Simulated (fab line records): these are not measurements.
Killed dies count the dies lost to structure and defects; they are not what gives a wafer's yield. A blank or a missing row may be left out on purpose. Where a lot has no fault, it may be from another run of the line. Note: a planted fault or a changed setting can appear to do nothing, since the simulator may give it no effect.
The tool behind it: which one?	flow sky130	11 lots, 33 wafers sampled, at 6 steps of a route of 708

== WHAT THE GAUGES READ, wafer by wafer ==
SKY_FIELD_ISO_THK_MEAS_23. Usual: FIELD_ISO_OXIDATION_01_THK typically reads 9.94 nm, with standard deviation 0.15.
lot	measured	on	FIELD_ISO_OXIDATION_01_THK (nm)	flag
L185	day 2 08:32	film_metro-02	10.14 9.99 9.92	
L187	day 2 17:46	film_metro-02	10.13 9.99 9.90	
L188	day 3 02:23	film_metro-04	9.90 10.08 10.12	
L191	day 3 14:25	film_metro-01	10.09 9.83 9.89	
L192	day 3 22:07	film_metro-04	9.89 9.78 9.89	
L196	day 4 23:22	film_metro-02	10.06 10.09 10.24	
L198	day 5 07:39	film_metro-02	10.16 10.16 10.17	
L202	day 6 03:43	film_metro-02	9.85 10.04 10.09	
L203	day 6 07:59	film_metro-01	9.98 9.94 9.81	
L204	day 6 16:04	film_metro-04	10.03 10.00 10.04	
L205	day 6 17:14	film_metro-01	9.95 9.96 9.74	

SKY_NWELL_TW_MEAS_15. Usual: NWELL_TW typically reads 1819, with standard deviation 10.
lot	measured	on	NWELL_TW	flag
L185	day 4 18:01	film_metro-03	1822 1827 1809	
L187	day 5 05:59	film_metro-03	1825 1823 1825	
L188	day 5 13:06	film_metro-01	1833 1829 1830	
L191	day 6 02:16	film_metro-02	1822 1822 1809	
L192	day 6 12:41	film_metro-02	1807 1807 1802	
L196	day 7 18:29	film_metro-03	1822 1820 1822	
L198	day 7 22:29	film_metro-01	1835 1831 1835	
L202	day 8 21:28	film_metro-03	2788 2803 2794	OFF
L203	day 9 04:38	film_metro-01	2818 2824 2827	OFF
L204	day 9 13:13	film_metro-01	2814 2802 2822	OFF
L205	day 9 17:09	film_metro-02	2783 2778 2776	OFF

SKY_NWELL_RS_MEAS_29: measurement is done with a four-point probe. Usual: NWELL_RS typically reads 624.4 ohm/sq, with standard deviation 1.5.
lot	measured	on	NWELL_RS (ohm/sq)	flag
L185	day 5 11:26	film_metro-03	625.9 625.3 623.4	
L187	day 6 00:20	film_metro-01	626.3 624.8 624.4	
L188	day 6 07:22	film_metro-02	622.7 623.2 622.6	
L191	day 6 21:31	film_metro-03	622.4 623.0 622.0	
L192	day 7 08:56	film_metro-02	625.2 626.0 624.8	
L196	day 8 15:10	film_metro-03	623.4 623.1 625.3	
L198	day 8 19:25	film_metro-03	625.5 626.0 624.3	
L202	day 9 20:07	film_metro-02	835.9 835.4 835.1	OFF
L203	day 10 03:06	film_metro-01	839.4 838.2 836.8	OFF
L204	day 10 11:39	film_metro-02	836.2 838.7 841.0	OFF
L205	day 10 15:34	film_metro-03	838.8 837.3 837.8	OFF

== TOOL THAT RAN EACH LOT (tool first, then ch and the chambers of the sampled wafers, then the start) ==
lot	SKY_FIELD_ISO_ETCH_17	SKY_DNWELL_STRIP_08	SKY_NWELL_IMPLANT_11
L185	rie_si-02 ch 0,1, day 2 05:35	plasma_asher-04 ch 0,1, day 3 07:03	implanter-03 ch 0, day 4 17:29
L187	rie_si-01 ch 0,2,3, day 2 16:07	plasma_asher-02 ch 0,1, day 3 19:11	implanter-03 ch 0, day 5 05:26
L188	rie_si-02 ch 1,2,3, day 2 22:19	plasma_asher-04 ch 1, day 4 01:17	implanter-02 ch 0, day 5 12:34
L191	rie_si-01 ch 0,1,2, day 3 12:53	plasma_asher-02 ch 0, day 4 14:15	implanter-03 ch 0, day 6 01:43
L192	rie_si-01 ch 0,1,2, day 3 18:56	plasma_asher-04 ch 0,1, day 4 23:11	implanter-01 ch 0, day 6 12:08
L196	rie_si-01 ch 0,1,2, day 4 17:23	plasma_asher-04 ch 0,1, day 6 02:14	implanter-02 ch 0, day 7 17:58
L198	rie_si-02 ch 1,2,3, day 5 05:11	plasma_asher-04 ch 0,1, day 6 06:35	implanter-02 ch 0, day 7 21:57
L202	rie_si-01 ch 0,1,3, day 6 01:53	plasma_asher-02 ch 0,1, day 7 03:32	implanter-02 ch 0, day 8 20:55
L203	rie_si-02 ch 0,1, day 6 04:59	plasma_asher-03 ch 0,1, day 7 09:37	implanter-03 ch 0, day 9 04:05
L204	rie_si-02 ch 0,3, day 6 11:25	plasma_asher-04 ch 0,1, day 7 18:48	implanter-03 ch 0, day 9 12:42
L205	rie_si-01 ch 0,1,3, day 6 14:37	plasma_asher-03 ch 0,1, day 7 21:50	implanter-03 ch 0, day 9 16:38
- SKY_FIELD_ISO_ETCH_17: etches Si in HBr/Cl2/O2, target depth 342 nm, time 97.7 s.
- SKY_DNWELL_STRIP_08: strips in O2/N2.
- SKY_NWELL_IMPLANT_11

== WHAT THE TOOLS THEMSELVES READ (means of the sampled wafers that have a number; where no wafer has one, the mark that the record gives instead) ==
SKY_FIELD_ISO_ETCH_17. Usual: drypump_motor_current_A 5.7 A, standard deviation 0.44; mfc_cl2_sccm 40.00 sccm, standard deviation 0.12; oes_product_au 1.000 a.u., standard deviation 0.012; throttle_valve_pct 25.656 %, standard deviation 0.012.
lot	tool	drypump_motor_current_A (A)	mfc_cl2_sccm (sccm)	oes_product_au (a.u.)	throttle_valve_pct (%)	flag
L185	rie_si-02	5.7	39.89	0.994	25.656	
L187	rie_si-01	5.6	39.97	1.004	25.651	
L188	rie_si-02	5.9	39.78	1.001	25.650	
L191	rie_si-01	6.0	40.05	0.996	25.659	
L192	rie_si-01	6.0	40.04	0.997	25.657	
L196	rie_si-01	6.0	40.01	0.999	25.647	
L198	rie_si-02	5.9	40.02	1.000	25.651	
L202	rie_si-01	5.6	40.00	1.011	25.654	
L203	rie_si-02	5.4	39.94	0.995	25.660	
L204	rie_si-02	5.3	40.08	0.996	25.663	
L205	rie_si-01	5.6	40.00	1.004	25.652	

SKY_DNWELL_STRIP_08. Usual: drypump_motor_current_A 5.7 A, standard deviation 0.51; oes_product_au 0.722 a.u., standard deviation 0.0044; strip_time_to_endpoint_s 36.94 s, standard deviation 0.11.
lot	tool	drypump_motor_current_A (A)	oes_product_au (a.u.)	strip_time_to_endpoint_s (s)	flag
L185	plasma_asher-04	5.7	0.726	36.83	
L187	plasma_asher-02	5.8	0.725	37.00	
L188	plasma_asher-04	4.9	0.728	36.97	
L191	plasma_asher-02	5.1	0.723	36.88	
L192	plasma_asher-04	5.7	0.721	36.96	
L196	plasma_asher-04	5.7	0.718	36.85	
L198	plasma_asher-04	5.3	0.722	36.99	
L202	plasma_asher-02	5.8	0.721	37.06	
L203	plasma_asher-03	6.0	0.718	37.03	
L204	plasma_asher-04	5.7	0.721	37.07	
L205	plasma_asher-03	5.9	0.724	37.01	

== THE ANSWER, worked out from the rows above alone ==
Rule: take the mean of a lot's wafers that have a number; if it is more than 3 standard deviations from the usual mean, the lot is off. Also off: a lot with no number at a reading for which 4 or more lots have one. All remaining lots with rows at the step are treated as sound. First the gauges in route order, then the tools' own readings, where a lot's mean is used as printed above. The first step at which some lot is off is used, and at that step the reading that is off furthest; a lot without a number counts as furthest.
Off: at SKY_NWELL_TW_MEAS_15 (NWELL_TW), L202, L203, L204, L205.
If a tool, at a process step before that reading, ran all the lots that are off and no sound lot after the first of them, it fits. Gauges at SKY_NWELL_TW_MEAS_15: tried the same way as those tools. No candidate that was tried fits.

== WHAT HAD BEEN PUT IN BY THE SIMULATOR ==
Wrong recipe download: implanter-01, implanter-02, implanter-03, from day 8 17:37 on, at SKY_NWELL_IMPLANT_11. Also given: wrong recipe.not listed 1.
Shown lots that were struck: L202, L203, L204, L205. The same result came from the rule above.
